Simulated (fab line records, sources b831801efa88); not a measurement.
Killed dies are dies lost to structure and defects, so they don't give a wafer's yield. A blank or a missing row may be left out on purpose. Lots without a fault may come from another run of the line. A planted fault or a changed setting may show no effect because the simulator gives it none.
Which tool did it? | flow gf180mcu | 24 lots, 72 wafers sampled, at 4 steps of a route of 602

WHAT THE GAUGES READ, wafer by wafer
GF_V1_CD_MEAS_14: target cd 260 nm. Usual: cd_nm 259.8 nm, standard deviation 1.3.
lot  | measured     | on        | cd_nm (nm)        | flag
L074 | day 18 05:50 | cd_sem-01 | 260.5 261.9 259.5 |
L075 | day 18 16:58 | cd_sem-02 | 261.3 260.7 259.0 |
L076 | day 18 18:38 | cd_sem-01 | 259.2 260.5 260.9 |
L077 | day 19 04:17 | cd_sem-01 | 258.3 258.1 258.6 |
L078 | day 19 16:40 | cd_sem-02 | 259.2 259.1 259.9 |
L079 | day 20 03:38 | cd_sem-01 | 256.5 256.7 256.5 |
L080 | day 20 12:25 | cd_sem-02 | 259.0 259.9 259.7 |
L081 | day 20 18:59 | cd_sem-02 | 259.4 260.2 259.1 |
L082 | day 21 07:55 | cd_sem-01 | 259.8 261.2 259.8 |
L083 | day 21 13:49 | cd_sem-02 | 260.4 260.3 261.5 |
L084 | day 21 22:32 | cd_sem-01 | 259.4 259.6 259.4 |
L085 | day 22 03:04 | cd_sem-02 | 262.4 260.0 261.2 |
L086 | day 22 17:05 | cd_sem-01 | 258.7 260.8 261.0 |
L087 | day 22 19:02 | cd_sem-01 | 259.3 260.3 259.8 |
L088 | day 23 16:03 | cd_sem-02 | 259.0 258.6 259.2 |
L089 | day 23 17:32 | cd_sem-02 | 260.1 260.5 260.5 |
L090 | day 24 01:14 | cd_sem-01 | 262.1 261.8 261.6 |
L091 | day 24 05:00 | cd_sem-02 | 257.7 258.7 258.4 |
L092 | day 24 10:44 | cd_sem-01 | 259.6 260.3 259.5 |
L093 | day 24 20:18 | cd_sem-01 | 261.1 260.1 259.8 |
L094 | day 25 06:20 | cd_sem-02 | 261.1 261.3 260.8 |
L095 | day 25 12:35 | cd_sem-01 | 261.6 261.7 261.9 |
L096 | day 25 15:43 | cd_sem-01 | 259.1 258.8 260.2 |
L097 | day 26 00:37 | cd_sem-01 | 258.7 259.9 259.2 |

WHICH TOOL RAN EACH LOT (tool, then ch and the chambers of the sampled wafers, then the start)
lot  | GF_MVPSD_STRIP_10                    | GF_CONTACT_CMP_04             | GF_CONTACT_CMP_27
L074 | plasma_asher-02 ch 0,1, day 5 01:46  | cmp-01 ch 0,1,3, day 15 08:00 | cmp-01 ch 0,2,3, day 16 07:35
L075 | plasma_asher-02 ch 0,1, day 5 07:56  | cmp-01 ch 0,3, day 15 17:37   | cmp-01 ch 0,1, day 16 17:17
L076 | plasma_asher-02 ch 0,1, day 5 13:01  | cmp-02 ch 1,2,3, day 15 18:56 | cmp-02 ch 0,3, day 16 18:47
L077 | plasma_asher-02 ch 0,1, day 5 18:58  | cmp-01 ch 0,1,3, day 16 03:35 | cmp-02 ch 0,2,3, day 17 03:38
L078 | plasma_asher-03 ch 0, day 6 02:05    | cmp-02 ch 2,3, day 16 14:59   | cmp-01 ch 0,1,2, day 17 14:32
L079 | plasma_asher-01 ch 0, day 6 07:53    | cmp-01 ch 0,2, day 17 02:04   | cmp-01 ch 1,2,3, day 18 02:29
L080 | plasma_asher-01 ch 0, day 6 13:14    | cmp-02 ch 1,3, day 17 10:40   | cmp-02 ch 1,2,3, day 18 11:17
L081 | plasma_asher-01 ch 0,1, day 6 20:41  | cmp-01 ch 0,1,3, day 17 16:46 | cmp-02 ch 0,3, day 18 17:32
L082 | plasma_asher-02 ch 0,1, day 7 02:37  | cmp-02 ch 0,2, day 18 05:17   | cmp-02 ch 0,3, day 19 06:35
L083 | plasma_asher-02 ch 0,1, day 7 08:56  | cmp-02 ch 0,1,3, day 18 11:47 | cmp-01 ch 2,3, day 19 13:10
L084 | plasma_asher-01 ch 0,1, day 7 15:40  | cmp-01 ch 1,2, day 18 20:31   | cmp-01 ch 1,2,3, day 19 21:53
L085 | plasma_asher-01 ch 0,1, day 7 18:58  | cmp-01 ch 1,2,3, day 19 00:35 | cmp-02 ch 0,2,3, day 20 02:01
L086 | plasma_asher-01 ch 0,1, day 8 03:31  | cmp-02 ch 1,2,3, day 19 14:11 | cmp-01 ch 0,3, day 20 15:20
L087 | plasma_asher-02 ch 0,1, day 8 05:52  | cmp-01 ch 0,2,3, day 19 17:35 | cmp-02 ch 0,1,3, day 20 18:38
L088 | plasma_asher-02 ch 0,1, day 8 14:52  | cmp-02 ch 1,3, day 20 14:37   | cmp-02 ch 0,1,2, day 21 15:53
L089 | plasma_asher-03 ch 0,1, day 8 18:49  | cmp-02 ch 0,2,3, day 20 16:14 | cmp-02 ch 0,3, day 21 17:23
L090 | plasma_asher-02 ch 0,1, day 9 01:22  | cmp-02 ch 2,3, day 21 01:14   | cmp-01 ch 1,2,3, day 22 02:17
L091 | plasma_asher-02 ch 0,1, day 9 05:28  | cmp-02 ch 0,1,3, day 21 05:03 | cmp-02 ch 0,1,2, day 22 06:26
L092 | plasma_asher-03 ch 0,1, day 9 10:37  | cmp-02 ch 0,2,3, day 21 11:05 | cmp-02 ch 0,1,3, day 22 11:39
L093 | plasma_asher-02 ch 0,1, day 9 16:28  | cmp-02 ch 1,2, day 21 20:47   | cmp-02 ch 2,3, day 22 20:49
L094 | plasma_asher-01 ch 0,1, day 9 23:32  | cmp-02 ch 0,2,3, day 22 08:11 | cmp-01 ch 0,1,3, day 23 08:45
L095 | plasma_asher-03 ch 0,1, day 10 05:37 | cmp-01 ch 2,3, day 22 13:48   | cmp-02 ch 2,3, day 23 13:11
L096 | plasma_asher-03 ch 0,1, day 10 10:31 | cmp-02 ch 1,2,3, day 22 18:44 | cmp-01 ch 0,1,3, day 23 18:53
L097 | plasma_asher-01 ch 0,1, day 10 18:49 | cmp-02 ch 0,1,3, day 23 04:47 | cmp-01 ch 0,1,2, day 24 03:53
- GF_MVPSD_STRIP_10: strips in O2/N2.
- GF_CONTACT_CMP_04: polishes SiO2.
- GF_CONTACT_CMP_27: polishes, stops on SiO2, t overpolish 15 s, target thk 0 nm.

WHAT THE TOOLS THEMSELVES READ (means of the sampled wafers that have a number; where no wafer has one, the mark that the record gives instead)
GF_MVPSD_STRIP_10. Usual: drypump_motor_current_A 5.6 A, standard deviation 0.46; heater_power_w 311 W, standard deviation 25; o2_flow_sccm 3000 sccm, standard deviation 10; oes_product_au 0.723 a.u., standard deviation 0.0047; strip_time_to_endpoint_s 36.92 s, standard deviation 0.094.
lot  | tool            | drypump_motor_current_A (A) | heater_power_w (W) | o2_flow_sccm (sccm) | oes_product_au (a.u.) | strip_time_to_endpoint_s (s) | flag
L074 | plasma_asher-02 | 5.7                         | 302                | 2989                | 0.725                 | 36.89                        |
L075 | plasma_asher-02 | 5.7                         | 300                | 2999                | 0.725                 | 36.84                        |
L076 | plasma_asher-02 | 5.3                         | 299                | 2997                | 0.723                 | 36.85                        |
L077 | plasma_asher-02 | 5.7                         | 302                | 2992                | 0.723                 | 36.93                        |
L078 | plasma_asher-03 | 5.6                         | 285                | 3004                | 0.725                 | 36.92                        |
L079 | plasma_asher-01 | 5.3                         | 311                | 3008                | 0.725                 | 36.83                        |
L080 | plasma_asher-01 | 5.3                         | 316                | 2985                | 0.720                 | 36.97                        |
L081 | plasma_asher-01 | 5.4                         | 335                | 2996                | 0.724                 | 36.91                        |
L082 | plasma_asher-02 | 5.7                         | 296                | 3003                | 0.723                 | 37.12                        |
L083 | plasma_asher-02 | 5.3                         | 295                | 3005                | 0.723                 | 36.93                        |
L084 | plasma_asher-01 | 5.4                         | 328                | 2999                | 0.719                 | 36.93                        |
L085 | plasma_asher-01 | 5.4                         | 330                | 2999                | 0.723                 | 36.93                        |
L086 | plasma_asher-01 | 5.4                         | 327                | 2997                | 0.724                 | 36.94                        |
L087 | plasma_asher-02 | 5.7                         | 301                | 3001                | 0.725                 | 36.85                        |
L088 | plasma_asher-02 | 5.7                         | 299                | 3005                | 0.716                 | 37.01                        |
L089 | plasma_asher-03 | 5.8                         | 292                | 3002                | 0.722                 | 37.01                        |
L090 | plasma_asher-02 | 5.3                         | 294                | 3006                | 0.726                 | 36.72                        |
L091 | plasma_asher-02 | 5.7                         | 301                | 3011                | 0.723                 | 36.98                        |
L092 | plasma_asher-03 | 5.9                         | 292                | 3002                | 0.720                 | 36.94                        |
L093 | plasma_asher-02 | 5.3                         | 294                | 3010                | 0.723                 | 36.97                        |
L094 | plasma_asher-01 | 5.6                         | 350                | 3001                | 0.726                 | 37.04                        |
L095 | plasma_asher-03 | 6.0                         | 298                | 3004                | 0.726                 | 36.87                        |
L096 | plasma_asher-03 | 5.8                         | 297                | 3005                | 0.725                 | 36.81                        |
L097 | plasma_asher-01 | 5.6                         | 339                | 2998                | 0.721                 | 36.88                        |

GF_CONTACT_CMP_04. Usual: motor_current_A 12.1 A, standard deviation 0.74; retaining_ring_pressure_frac 1.000, standard deviation 0.0049; time_to_endpoint_s 110 s, standard deviation 5.3.
lot  | tool   | motor_current_A (A) | retaining_ring_pressure_frac | time_to_endpoint_s (s) | flag
L074 | cmp-01 | 12.2                | 1.002                        | 109                    |
L075 | cmp-01 | 12.3                | 0.999                        | 115                    |
L076 | cmp-02 | 12.2                | 0.999                        | 106                    |
L077 | cmp-01 | 12.1                | 1.005                        | 105                    |
L078 | cmp-02 | 12.4                | 0.994                        | 108                    |
L079 | cmp-01 | 12.0                | 1.001                        | 112                    |
L080 | cmp-02 | 12.3                | 1.002                        | 112                    |
L081 | cmp-01 | 12.3                | 0.998                        | 106                    |
L082 | cmp-02 | 12.2                | 0.997                        | 113                    |
L083 | cmp-02 | 11.8                | 1.000                        | 107                    |
L084 | cmp-01 | 12.5                | 1.000                        | 107                    |
L085 | cmp-01 | 12.6                | 0.995                        | 108                    |
L086 | cmp-02 | 12.3                | 0.997                        | 109                    |
L087 | cmp-01 | 12.3                | 0.993                        | 113                    |
L088 | cmp-02 | 11.5                | 1.002                        | 110                    |
L089 | cmp-02 | 12.4                | 1.000                        | 102                    |
L090 | cmp-02 | 12.7                | 1.000                        | 104                    |
L091 | cmp-02 | 11.9                | 0.996                        | 111                    |
L092 | cmp-02 | 12.9                | 0.999                        | 105                    |
L093 | cmp-02 | 11.3                | 1.000                        | 107                    |
L094 | cmp-02 | 12.5                | 1.004                        | 112                    |
L095 | cmp-01 | 12.7                | 0.995                        | 115                    |
L096 | cmp-02 | 12.1                | 1.000                        | 109                    |
L097 | cmp-02 | 12.0                | 1.003                        | 114                    |

GF_CONTACT_CMP_27. Usual: motor_current_A 11.2 A, standard deviation 0.64; overpolish_run_s 15.001 s, standard deviation 0.0083; retaining_ring_pressure_frac 1.000, standard deviation 0.0046; time_to_endpoint_s 72.2 s, standard deviation 2.6.
lot  | tool   | motor_current_A (A) | overpolish_run_s (s) | retaining_ring_pressure_frac | time_to_endpoint_s (s) | flag
L074 | cmp-01 | 11.4                | 14.996               | 1.001                        | 73.9                   |
L075 | cmp-01 | 10.7                | 14.998               | 0.999                        | 73.6                   |
L076 | cmp-02 | 10.9                | 15.004               | 0.995                        | 72.9                   |
L077 | cmp-02 | 11.0                | 14.999               | 0.999                        | 76.9                   |
L078 | cmp-01 | 11.2                | 15.003               | 1.000                        | 70.6                   |
L079 | cmp-01 | 11.8                | 15.006               | 1.000                        | 71.8                   |
L080 | cmp-02 | 11.2                | 15.003               | 0.995                        | 74.5                   |
L081 | cmp-02 | 11.6                | 14.999               | 1.000                        | 69.1                   |
L082 | cmp-02 | 11.3                | 14.997               | 0.997                        | 71.2                   |
L083 | cmp-01 | 11.6                | 15.003               | 1.002                        | 72.7                   |
L084 | cmp-01 | 11.6                | 15.004               | 1.001                        | 73.7                   |
L085 | cmp-02 | 11.4                | 14.998               | 0.997                        | 72.8                   |
L086 | cmp-01 | 11.4                | 14.997               | 0.999                        | 72.1                   |
L087 | cmp-02 | 10.5                | 14.997               | 0.997                        | 69.3                   |
L088 | cmp-02 | 10.7                | 15.002               | 1.002                        | 73.2                   |
L089 | cmp-02 | 11.7                | 14.989               | 0.998                        | 74.4                   |
L090 | cmp-01 | 11.3                | 15.009               | 1.000                        | 68.7                   |
L091 | cmp-02 | 10.7                | 15.001               | 1.002                        | 70.3                   |
L092 | cmp-02 | 10.7                | 14.993               | 1.000                        | 68.7                   |
L093 | cmp-02 | 11.9                | 14.995               | 0.998                        | 73.4                   |
L094 | cmp-01 | 11.4                | 15.002               | 0.997                        | 70.8                   |
L095 | cmp-02 | 11.7                | 14.997               | 0.994                        | 72.2                   |
L096 | cmp-01 | 11.4                | 15.000               | 1.005                        | 71.0                   |
L097 | cmp-01 | 11.2                | 15.008               | 1.000                        | 69.2                   |

THE ANSWER, worked out from the rows above alone
Rule: a lot is off if the mean of its wafers that have a number lies more than 3 standard deviations from the usual mean. A lot without any number at a reading at which 4 lots or more have one is off too. The other lots that the step has rows for count as sound. The gauges are gone through in route order, then the tools' own readings, and for those a lot's mean is taken as printed above. The first step at which some lot is off is used, and at that step the reading that is off furthest; a lot without a number counts as furthest.
No lot is off at any reading shown: from this, nothing can be told.

WHAT THE SIMULATOR HAD PUT IN
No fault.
